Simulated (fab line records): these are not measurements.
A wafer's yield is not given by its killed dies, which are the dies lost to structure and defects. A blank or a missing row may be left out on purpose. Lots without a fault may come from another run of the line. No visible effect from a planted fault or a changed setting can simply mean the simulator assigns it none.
A single fault, viewed from 2 desks	flow gf180mcu	each desk holds nothing but its own numbers, with what lay behind them at the end

DESK OF THE TOOL OWNER: implanter-03
For each lot that ran on this tool, the mean over its sampled wafers that have a number, from the tool's own readings at GF_NSD_IMPLANT_09. If a lot's mean is further than 4 standard deviations from the usual mean, the lot is out of limits and carries the mark OUT (the distance appears in the brackets).
Columns: A = beam energy keV at GF_NSD_IMPLANT_09, usual 60.002
lot	first seen here	A
L271	day 14 09:17	60.011
L280	day 17 15:14	49.419 (-99 or more) OUT
L284	day 19 08:48	49.421 (-99 or more) OUT
L292	day 21 15:19	60.019
Finding of this desk: L280, L284 out of limits; the first was L280 at day 17 15:14, on beam energy keV at GF_NSD_IMPLANT_09. L271, L292: within limits.

THE METROLOGY DESK
Lot by lot, what the gauges showed, no matter which tool ran the lot: averages of those sampled wafers that carry a number. If a lot's mean is further than 4 standard deviations from the usual mean, the lot is out of limits and carries the mark OUT (the distance appears in the brackets).
Columns: A = HV_LDD_CVD_56_THK at GF_HV_LDD_THK_MEAS_57, usual 89.5 nm; B = cd nm at GF_NSD_CD_MEAS_07, usual 399.9 nm; C = NSD_TW at GF_NSD_TW_MEAS_12, usual 4262; D = NSD_RS at GF_PSD_RS_MEAS_14, usual 46.12 ohm/sq
lot	first seen here	A	B	C	D
L270	day 12 22:53	89.9	400.8	4252	46.09
L271	day 13 12:32	89.8	397.5	4246	46.08
L272	day 14 04:31	89.9	397.9	4265	46.08
L273	day 14 11:05	88.6	399.6	4283	46.10
L280	day 16 15:48	89.2	402.9	4088 (-7.6) OUT	49.20 (+38) OUT
L283	day 17 13:25	88.6	399.7	4250	46.16
L284	day 18 08:04	89.5	402.7	4122 (-6.1) OUT	49.13 (+38) OUT
L286	day 18 12:23	90.6	400.6	4285	46.01
L288	day 19 12:26	89.0	400.4	4247	46.14
L292	day 20 14:14	89.0	393.6	4272	46.18
L291	day 20 15:50	89.7	401.0	4286	46.12
This desk finds L280, L284 out of limits, with the earliest case on L280 at day 17 15:36 (NSD_TW at GF_NSD_TW_MEAS_12). L270, L271, L272, L273, L283, L286, L288, L292, L291: within limits.

ALL TOGETHER
At day 17 15:14, on L280, L284, the tool owner's desk was in a position to raise an alarm.
The metrology desk could have raised an alarm at day 17 15:36, on L280, L284.
The lots listed all ran GF_NSD_IMPLANT_09 on implanter-03.

WHAT THE SIMULATOR HAD INSERTED
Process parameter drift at GF_NSD_IMPLANT_09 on implanter-03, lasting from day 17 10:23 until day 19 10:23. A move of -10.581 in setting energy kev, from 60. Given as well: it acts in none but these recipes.
Lots struck among those shown: L280, L284.
Hours from the fault's start to each desk's first reading out of limits: the tool owner's desk, 5; the metrology desk, 5.
